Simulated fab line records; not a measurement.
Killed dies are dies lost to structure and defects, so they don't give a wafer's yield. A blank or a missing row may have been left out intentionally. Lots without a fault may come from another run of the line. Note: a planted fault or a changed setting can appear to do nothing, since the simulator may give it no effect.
A struck lot beside a sound one + flow gf180mcu + 15 steps out of a route of 602
Sound: wafers L616.4, L616.5, L616.6. The struck wafers were L615.3, L615.5, L615.6. The cause is given at the end.
Order at every step that has rows: each side's tool, ch and its chambers, its first start. Under that, the readings that differ: sound wafers + struck wafers + difference of the means + sigmas: that difference in standard deviations of wafers without a fault.
alike: readings with means less than 2 such deviations apart, plus words and numbers identical on both sides. not compared: withheld readings, readings lacking a value on some wafer, bounds such as >300 that could conceal the same value, and numbers that have no deviation in the record and whose values overlap.
Wherever a step has rows on one side only, a row that says differs or no value, or a row with sigmas, the two part there. When numbers do not overlap yet have no deviation, they are printed without sigmas and do not part them. Lack of a reading on every wafer of one side parts them only where that side has two or more wafers.

first, 1 step without rows for these wafers: GF_MVSD_IMPLANT_09.
GF_MVSD_STRIP_10: strips in O2/N2.
  sound on plasma_asher-03 ch 0,1, day 5 18:52; struck on plasma_asher-04 ch 0,1, day 5 20:49
| reading                      | sound             | struck            | difference | sigmas |
|------------------------------|-------------------|-------------------|------------|--------|
| strip_time_to_endpoint_s (s) | 37.11 37.09 37.16 | 36.91 37.04 36.89 | -0.17      | -2     |
  alike: drypump_motor_current_A, heater_power_w, oes_product_au
  not compared: rf_hours_counter_h
GF_MVSD_TW_MEAS_11:
  sound on film_metro-03, day 5 18:58; struck on film_metro-03, day 5 20:54
  alike: MVSD_TW
then, 7 steps without rows for these wafers: GF_MVPSD_DEHYDRATE_00 (time 60 s); GF_MVPSD_HMDS_01 (prime time 60 s); GF_MVPSD_COAT_02 (resist thk 3000 nm); GF_MVPSD_SOFTBAKE_03; GF_MVPSD_EXPOSE_04 (exposes mask MVPSD, target cd 1000 nm); GF_MVPSD_PEB_05; GF_MVPSD_DEVELOP_06 (develop time 60 s).
GF_MVPSD_OVL_MEAS_07:
  sound on overlay-01, day 6 09:50; struck on overlay-01, day 6 11:46
| reading        | sound        | struck      | difference | sigmas |
|----------------|--------------|-------------|------------|--------|
| MVPSD_OVL (nm) | -0.7 0.0 0.1 | 3.2 2.7 1.6 | +2.7       | +2     |
after that, 1 step had no rows for these wafers: GF_MVPSD_IMPLANT_08.
GF_MVPSD_IMPLANT_09:
  sound on implanter-03 ch 0, day 6 10:04; struck on implanter-03 ch 0, day 6 11:59
| reading                   | sound                | struck               | difference | sigmas      |
|---------------------------|----------------------|----------------------|------------|-------------|
| beam_energy_keV           | 40.001 40.002 39.988 | 37.577 37.588 37.578 | -2.416     | -99 or more |
| model.implant.rp_nm (nm)  | 132.9 132.9 132.9    | 125.1 125.1 125.1    | -7.8       |             |
| model.implant.drp_nm (nm) | 51.21 51.21 51.21    | 49.39 49.39 49.39    | -1.82      |             |
  alike: dose_ions_cm2
GF_MVPSD_STRIP_10: strips in O2/N2.
  sound on plasma_asher-04 ch 0,1, day 6 10:11; struck on plasma_asher-02 ch 0,1, day 6 12:08
  alike: drypump_motor_current_A, heater_power_w, oes_product_au, strip_time_to_endpoint_s
  not compared: rf_hours_counter_h
-- the record jumps here: 24 days lie between the struck wafers' starts before and after (it left off in module MVPSD and takes up again in module PASSIVATION, whose first step shown is number 602 of the route) --
GF_PASSIVATION_PROBE_99:
  record: rows for the struck wafers here (prober-01, day 30 14:50), none for the sound ones

## WHERE THEY PART
First at GF_MVSD_STRIP_10; last, within this record, at GF_PASSIVATION_PROBE_99.

WHY: what had been put in by the simulator
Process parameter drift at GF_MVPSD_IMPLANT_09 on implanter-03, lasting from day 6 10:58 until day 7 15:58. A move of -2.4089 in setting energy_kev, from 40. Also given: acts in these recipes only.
